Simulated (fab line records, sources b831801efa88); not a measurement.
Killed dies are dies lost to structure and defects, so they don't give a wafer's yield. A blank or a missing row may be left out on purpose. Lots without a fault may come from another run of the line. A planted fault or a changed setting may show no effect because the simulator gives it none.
Which tool did it? | flow sky130 | 14 lots, 42 wafers sampled, at 2 steps of a route of 708

WHAT THE GAUGES READ, wafer by wafer
SKY_NWELL_RS_MEAS_29: measures by four-point-probe.
lot  | measured     | on            | NWELL_RS (ohm/sq)
L969 | day 5 14:38  | film_metro-03 | 622.6 623.2 620.6
L971 | day 5 20:07  | film_metro-03 | 620.1 622.0 622.7
L970 | day 5 23:14  | film_metro-04 | 626.0 626.1 625.5
L972 | day 6 05:28  | film_metro-03 | 623.1 623.1 625.1
L979 | day 8 02:04  | film_metro-04 | 633.7 637.3 635.2
L980 | day 8 05:46  | film_metro-03 | 625.7 624.0 621.9
L981 | day 8 07:40  | film_metro-01 | 637.5 638.7 638.3
L982 | day 8 11:51  | film_metro-04 | 624.6 622.1 623.6
L985 | day 9 10:08  | film_metro-04 | 626.0 625.7 625.8
L987 | day 9 20:45  | film_metro-01 | 624.7 623.9 625.8
L988 | day 10 02:03 | film_metro-03 | 622.2 625.0 625.1
L990 | day 10 17:56 | film_metro-03 | 622.0 622.1 622.9
L991 | day 10 20:27 | film_metro-01 | 628.9 628.3 627.1
L992 | day 11 04:58 | film_metro-01 | 626.3 625.8 626.2

WHICH TOOL RAN EACH LOT (tool, then ch and the chambers of the sampled wafers, then the start)
lot  | SKY_NWELL_IMPLANT_11
L969 | implanter-04 ch 0, day 4 19:11
L971 | implanter-03 ch 0, day 5 00:38
L970 | implanter-02 ch 0, day 5 04:08
L972 | implanter-04 ch 0, day 5 10:49
L979 | implanter-02 ch 0, day 7 05:24
L980 | implanter-04 ch 0, day 7 08:52
L981 | implanter-02 ch 0, day 7 10:27
L982 | implanter-03 ch 0, day 7 14:23
L985 | implanter-04 ch 0, day 8 12:04
L987 | implanter-04 ch 0, day 8 22:57
L988 | implanter-03 ch 0, day 9 03:40
L990 | implanter-03 ch 0, day 9 19:21
L991 | implanter-03 ch 0, day 9 21:30
L992 | implanter-04 ch 0, day 10 05:53
- SKY_NWELL_IMPLANT_11

WHAT THE TOOLS THEMSELVES READ (means of the sampled wafers that have a number; where no wafer has one, the mark that the record gives instead)
SKY_NWELL_IMPLANT_11.
lot  | tool         | dose_ions_cm2
L969 | implanter-04 | 1.8956e+13
L971 | implanter-03 | 1.8975e+13
L970 | implanter-02 | 1.9002e+13
L972 | implanter-04 | 1.8999e+13
L979 | implanter-02 | 1.8393e+13
L980 | implanter-04 | 1.9011e+13
L981 | implanter-02 | 1.8411e+13
L982 | implanter-03 | 1.9021e+13
L985 | implanter-04 | 1.8988e+13
L987 | implanter-04 | 1.8996e+13
L988 | implanter-03 | 1.9005e+13
L990 | implanter-03 | 1.9012e+13
L991 | implanter-03 | 1.9026e+13
L992 | implanter-04 | 1.9024e+13

THE ANSWER, worked out from the rows above alone
Rule: what is usual is taken from the lots themselves. Put in order of their means at a reading, lots are off if they are a third of the lots or fewer, leave a main group of 4 or more, and stand apart from it by a gap of 3 or more times the standard deviation of the main group's means; of several such gaps the widest counts. A main group whose means are all the same, to the digits that the tables above print for the reading, isn't used. A lot without any number at a reading at which 4 lots or more have one is off too. The other lots that the step has rows for count as sound. The gauges are gone through in route order, then the tools' own readings, and for those a lot's mean is taken as printed above. The first step at which some lot is off is used, and at that step the reading that is off furthest; a lot without a number counts as furthest.
Off: L979, L981, at SKY_NWELL_RS_MEAS_29 (NWELL_RS). The main group: mean 624.3 ohm/sq, standard deviation 1.8.
A tool fits if, at a process step before that reading, it ran every lot that is off, and no sound lot after the first of them. The gauges at SKY_NWELL_RS_MEAS_29 aren't tried: what is off there is off at SKY_NWELL_IMPLANT_11 too, on other tools, and a gauge's error can't cause that. One fits: implanter-02 at SKY_NWELL_IMPLANT_11. Its last sound lot is L970 (day 5 04:08), its first lot that is off L979 (day 7 05:24): a fault that began between those two fits.
The tool's own readings at SKY_NWELL_IMPLANT_11 bear it out: on the lots that are off they differ by more than 5 times the standard deviation of the sound lots' means. dose_ions_cm2 reads 1.8402e+13 there against 1.9001e+13 on the sound lots.

WHAT THE SIMULATOR HAD PUT IN
Process parameter drift: implanter-02, from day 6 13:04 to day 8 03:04, at SKY_NWELL_IMPLANT_11. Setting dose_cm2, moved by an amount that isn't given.
Lots struck among those shown: L979, L981. The rule above found the same.
